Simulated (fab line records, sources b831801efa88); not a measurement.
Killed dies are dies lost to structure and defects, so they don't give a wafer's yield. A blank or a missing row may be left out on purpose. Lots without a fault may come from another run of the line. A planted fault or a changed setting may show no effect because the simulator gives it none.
A struck lot beside a sound one | flow sky130 | 17 steps out of a route of 708
Sound: wafers L406.1, L406.3, L406.6. Struck: wafers L421.3, L421.4, L421.6. The cause comes at the end.
At each step with rows: each side's tool, then ch and its chambers, then its first start. Under that, the readings that differ: sound wafers | struck wafers | difference of the means | sigmas: that difference in standard deviations of wafers without a fault.
alike: readings whose means differ by less than 2 such deviations, and words and numbers that are the same on both sides. not compared: withheld readings, readings that some wafer has no value for, bounds like >300 that may hide the same value, and numbers for which the record gives no deviation and whose values overlap.
The two part at a step that has a row with sigmas, a row that says differs or no value, or rows on one side only. Numbers that don't overlap but have no deviation are shown without sigmas and don't part them. A reading that every wafer of one side lacks parts them only if that side has two wafers or more.

first, 5 steps without rows for these wafers: SKY_SD_N_COAT_02 (resist thk 1140 nm); SKY_SD_N_SOFTBAKE_03 (time 60 s); SKY_SD_N_EXPOSE_04 (exposes mask NSDM, target cd 380 nm); SKY_SD_N_PEB_05; SKY_SD_N_DEVELOP_06 (develop time 60 s).
SKY_SD_N_CD_MEAS_07: target cd 380 nm.
  sound on cd_sem-02, day 29 16:51; struck on cd_sem-01, day 34 00:15
  alike: cd_nm
SKY_SD_N_OVL_MEAS_08:
  sound on overlay-02, day 29 16:58; struck on overlay-01, day 34 00:20
  alike: SD_N_OVL
then, 2 steps without rows for these wafers: SKY_SD_N_IMPLANT_09; SKY_SD_N_IMPLANT_10.
SKY_SD_N_STRIP_11: strips in O2/N2.
  sound on plasma_asher-04 ch 0,1, day 29 17:18; struck on plasma_asher-03 ch 0,1, day 34 00:42
  alike: drypump_motor_current_A, o2_flow_sccm, oes_product_au, strip_time_to_endpoint_s
  not compared: rf_hours_counter_h
SKY_SD_N_TW_MEAS_12:
  sound on film_metro-03, day 29 17:24; struck on film_metro-04, day 34 00:47
  reading | sound          | struck         | difference | sigmas
  SD_N_TW | 4062 4072 4031 | 3893 3896 3892 | -161       | -4
then, 1 step without rows for these wafers: SKY_SD_N_CLEAN_13 (cleans in SC1/SC2, time 150 s).
SKY_SD_N_RTA_14: time 2 s.
  sound on rtp_anneal-01 ch 0, day 29 17:31; struck on rtp_anneal-02 ch 0, day 34 00:53
  reading            | sound             | struck            | difference | sigmas
  lamp_power_pct (%) | 15.70 15.77 15.70 | 14.79 14.74 14.73 | -0.97      | -17
  alike: anneal_temp_c_max, wafer_temp_C_max
SKY_SD_N_RS_MEAS_16: measures by four-point-probe.
  sound on film_metro-01, day 29 17:41; struck on film_metro-04, day 34 01:05
  reading          | sound             | struck            | difference | sigmas
  SD_N_RS (ohm/sq) | 68.56 68.63 68.58 | 72.98 72.96 72.99 | +4.39      | +40
SKY_SD_N_RS_MEAS_17: measures by four-point-probe.
  sound on film_metro-01, day 29 17:49; struck on film_metro-04, day 34 01:13
  reading          | sound             | struck            | difference | sigmas
  SD_P_RS (ohm/sq) | 147.1 146.7 146.5 | 173.1 173.0 173.7 | +26.5      | +66
SKY_SD_N_RS_MEAS_18: measures by four-point-probe.
  sound on film_metro-01, day 29 17:56; struck on film_metro-04, day 34 01:20
  alike: RES_XHIGH_RS
-- the record jumps here: 16 days lie between the struck wafers' starts before and after (it left off in module SD_N and takes up again in module PAD_OPEN, whose first step shown is number 708 of the route) --
SKY_PAD_OPEN_PROBE_99:
  sound on prober-01, day 47 02:31; struck on prober-02, day 50 02:16
  reading                                | sound             | struck            | difference | sigmas
  model.etest.res_xhigh_po.line_ohm_um   | 5618 5516 5544    | 7525 7420 7340    | +1869      |
  model.etest.res_xhigh_po.rs_ohm_sq     | 1969 1954 1948    | 2620 2598 2600    | +649       |
  model.etest.pfet_01v8.r_on_ohm_um      | 2902 2899 2903    | 3155 3198 3233    | +294       |
  model.etest.tip_p.rs_ohm_sq            | 6968 6941 6997    | 7035 7053 7034    | +72        |
  model.etest.res_pdiff.line_ohm_um      | 1337 1332 1355    | 1638 1613 1600    | +276       |
  model.etest.res_high_po.line_ohm_um    | 740.1 734.8 736.4 | 950.9 945.8 935.6 | +207.0     |
  model.etest.licon_high_po.rc_ohm       | 345.7 338.3 353.7 | 540.8 511.8 544.4 | +186.4     |
  model.etest.pfet_g5v0d10v5.r_on_ohm_um | 4656 4652 4712    | 4734 4738 4776    | +76        |
  alike: killed_at_M0_to_M3, killed_at_M4_up, killed_at_contacts, killed_at_front_end, killed_at_other, killed_dies, killed_open, killed_short

WHERE THEY PART
First at SKY_SD_N_TW_MEAS_12; last, within this record, at SKY_SD_N_RS_MEAS_17. Later steps at which nothing parts them and some readings are alike: SKY_SD_N_RS_MEAS_18, SKY_PAD_OPEN_PROBE_99.

WHY: what the simulator had put in
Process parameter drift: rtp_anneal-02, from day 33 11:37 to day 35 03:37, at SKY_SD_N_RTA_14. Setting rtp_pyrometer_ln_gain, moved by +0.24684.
